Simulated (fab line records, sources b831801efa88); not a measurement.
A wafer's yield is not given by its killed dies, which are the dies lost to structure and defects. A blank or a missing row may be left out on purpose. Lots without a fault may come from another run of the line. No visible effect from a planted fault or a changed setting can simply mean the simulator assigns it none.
What tool caused it?    flow gf180mcu    6 lots with 18 wafers sampled at 2 steps, on a route of 602 steps

== WHAT EACH GAUGE READ, for each wafer ==
GF_STI_THK_MEAS_04.
lot   measured     on             STI_CVD_03_THK (nm)
L353  day 2 05:11  film metro-01  206.7 206.7 206.0
L355  day 2 14:38  film metro-04  208.9 208.5 208.0
L360  day 3 15:45  film metro-04  206.4 205.1 206.9
L362  day 4 02:12  film metro-01  152.7 156.6 152.7
L365  day 4 16:34  film metro-01  150.9 151.8 153.7
L373  day 6 08:59  film metro-04  207.3 206.1 205.6

== TOOL THAT RAN EACH LOT (tool first, then ch and the chambers of the sampled wafers, then the start) ==
lot   GF_STI_CVD_03
L353  lpcvd-01 ch 0, day 2 03:11
L355  lpcvd-01 ch 1, day 2 12:39
L360  lpcvd-02 ch 1, day 3 13:46
L362  lpcvd-01 ch 1, day 4 00:13
L365  lpcvd-01 ch 1, day 4 14:34
L373  lpcvd-02 ch 0, day 6 06:59
- GF_STI_CVD_03: deposits Si3N4 from DCS/NH3, target thk 207.16 nm, time 3551 s.

== THE ANSWER, worked out from the rows above alone ==
Rule: the usual values come from the lots themselves. Put in order of their means at a reading, lots are off if they are a third of the lots or fewer, leave a main group of 4 or more, and stand apart from it by a gap of 3 or more times the standard deviation of the main group's means; of several such gaps the widest counts. A main group is skipped when, at the precision printed for the reading in the tables above, its means are all equal. Also off: a lot with no number at a reading for which 4 or more lots have one. All remaining lots with rows at the step are treated as sound.
Off: at GF_STI_THK_MEAS_04 (STI_CVD_03_THK), L362, L365. The main group: mean 206.8 nm, standard deviation 0.94.
If a tool, at a process step before that reading, ran all the lots that are off and no sound lot after the first of them, it fits. Gauges at GF_STI_THK_MEAS_04: tried the same way as those tools. Can't be told from this: 2 tools fit, lpcvd-01 at GF_STI_CVD_03, film metro-01 at GF_STI_THK_MEAS_04.

== WHAT THE SIMULATOR PUT IN ==
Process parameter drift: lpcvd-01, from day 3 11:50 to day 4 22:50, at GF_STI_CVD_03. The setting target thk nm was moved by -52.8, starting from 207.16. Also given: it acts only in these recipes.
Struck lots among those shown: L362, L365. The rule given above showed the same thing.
